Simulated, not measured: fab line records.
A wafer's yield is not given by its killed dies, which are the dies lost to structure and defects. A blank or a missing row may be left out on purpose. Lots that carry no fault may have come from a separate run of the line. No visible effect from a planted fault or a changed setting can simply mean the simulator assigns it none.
Chamber matching    flow sky130    3 sister chambers for SKY_CONTACT_CVD_00 on pecvd-04
The step deposits Si3N4, target thk 75 nm. 16 wafers are shown with their chamber, then 8 later ones without.

## WAFERS WITH THEIR CHAMBER
wafer   chamber  heater_power_w (W)
L074.1  2        639
L074.3  0        867
L074.5  0        879
L080.3  1        901
L080.5  1        930
L080.6  0        906
L079.4  1        825
L079.5  0        946
L079.6  1        831
L082.3  1        898
L082.4  1        897
L082.5  0        931
L084.1  0        816
L084.2  1        761
L084.4  1        805
L086.1  1        884

SIGNATURES (means of the wafers above)
reading         chamber 0  chamber 1  chamber 2  scatter within a chamber
heater_power_w  890.83     859.11     639.00     52.7
Rule: a wafer lies at a distance from a chamber equal to the root of the sum of squares, over the readings, of (its reading less the chamber's mean, divided by the reading's scatter). If the next closest chamber is less than 2 further off than the closest, the wafer can't be placed; otherwise it belongs to the closest. How the scatter is found: for the shown wafers, subtract from each reading the mean of its chamber, square and add these, divide the total by (wafers less chambers), then take the root.

## WAFERS WHOSE CHAMBER IS MISSING
wafer   heater_power_w (W)
L086.3  636
L086.5  658
L093.1  935
L093.2  558
L093.4  864
L094.2  861
L094.3  576
L094.4  572

## CHAMBER TAKEN BY EACH
wafer   from the rows above      in truth
L086.3  2                        2
L086.5  2                        2
L093.1  can't be placed: 0 or 1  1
L093.2  2                        2
L093.4  can't be placed: 1 or 0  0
L094.2  can't be placed: 1 or 0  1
L094.3  2                        2
L094.4  2                        2
Correct placement for 5 of the 8. Cannot be placed on the basis of these rows: 3; the candidates contain the true chamber in 3. Placed wrongly: 0.
